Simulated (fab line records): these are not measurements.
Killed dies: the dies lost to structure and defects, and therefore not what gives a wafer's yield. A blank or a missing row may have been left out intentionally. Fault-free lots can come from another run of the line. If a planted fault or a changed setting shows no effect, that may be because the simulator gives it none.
Tool commonality check    flow gf180mcu    Sampled: 12 lots, 36 wafers

## WHAT PROMPTED THE OPENING
2 of 12 lots carry a flag on the reading HV_LDD_CVD_56_THK at GF_HV_LDD_THK_MEAS_57. No-fault wafers: 90.0 nm, standard deviation 0.89.
Rule: a lot gets a flag if all its wafers with a number sit over 4 standard deviations from that mean, or if no wafer of it has a number. The other lots count as sound.

lot   measured      on             HV_LDD_CVD_56_THK (nm), wafer by wafer  flag
L197  day 13 04:02  film_metro-03  90.1 88.7 88.5                          
L198  day 13 13:04  film_metro-04  89.5 90.4 90.2                          
L199  day 13 17:11  film_metro-03  66.9 66.4 67.0                          FLAGGED
L200  day 14 01:41  film_metro-04  66.1 66.2 65.9                          FLAGGED
L201  day 14 10:52  film_metro-04  89.5 89.9 89.3                          
L212  day 18 09:59  film_metro-03  89.5 89.7 88.5                          
L213  day 18 17:16  film_metro-04  90.8 90.2 90.2                          
L214  day 19 02:23  film_metro-03  89.5 90.0 89.7                          
L215  day 19 04:58  film_metro-04  87.9 89.8 89.3                          
L216  day 19 22:46  film_metro-02  91.8 91.8 91.7                          
L217  day 20 01:32  film_metro-03  90.7 90.5 91.0                          
L218  day 20 04:49  film_metro-04  91.0 89.7 89.6                          
Average over the flagged lots: 66.4 nm; offset from the usual -23.6 nm, equal to -26 standard deviations.

## WHICH TOOL RAN EACH LOT
The record holds 1 process step before the reading, out of a route of 602 steps. In each cell: the tool, then ch and the chambers that the sampled wafers went through, then the start.
lot   flag     GF_HV_LDD_CVD_56
L197           lpcvd-01 ch 1, day 13 02:37
L198           lpcvd-01 ch 1, day 13 11:38
L199  FLAGGED  lpcvd-01 ch 1, day 13 15:45
L200  FLAGGED  lpcvd-01 ch 1, day 14 00:15
L201           lpcvd-02 ch 0, day 14 09:26
L212           lpcvd-02 ch 1, day 18 08:34
L213           lpcvd-02 ch 0, day 18 15:50
L214           lpcvd-01 ch 0, day 19 00:57
L215           lpcvd-02 ch 0, day 19 03:32
L216           lpcvd-01 ch 0, day 19 21:20
L217           lpcvd-01 ch 0, day 20 00:05
L218           lpcvd-02 ch 0, day 20 03:23
What the steps here do:
- GF_HV_LDD_CVD_56: deposits Si3N4 from DCS/NH3, target thk 90 nm, time 1543 s.
- GF_HV_LDD_THK_MEAS_57

## FLAGGED AGAINST TOTAL, ONE TOOL AT A TIME (gauges that did the reading follow at the end)
step                   tool           lots run  flagged  share of the flagged lots  sound lots run after its first flagged lot
GF_HV_LDD_CVD_56       lpcvd-01       7         2        all                        3 (L214,L216,L217)
GF_HV_LDD_CVD_56       lpcvd-02       5         0        none                       -
GF_HV_LDD_THK_MEAS_57  film_metro-02  1         0        none                       -
GF_HV_LDD_THK_MEAS_57  film_metro-03  5         1        some                       3 (L212,L214,L217)
GF_HV_LDD_THK_MEAS_57  film_metro-04  6         1        some                       4 (L201,L213,L215,L218)

## WHAT IS ALLOWED BY THE TABLE
Rows of the table that ran each flagged lot: 1, that is lpcvd-01 at GF_HV_LDD_CVD_56.
- lpcvd-01 at GF_HV_LDD_CVD_56: 2 of its 7 lots flagged. Sound lots followed the first flagged one (L214, L216, L217) on it, something a lasting fault affecting the whole tool could not allow.
No row of the table ran every flagged lot and no sound lot after the first.

## WHAT THE SIMULATOR PUT IN
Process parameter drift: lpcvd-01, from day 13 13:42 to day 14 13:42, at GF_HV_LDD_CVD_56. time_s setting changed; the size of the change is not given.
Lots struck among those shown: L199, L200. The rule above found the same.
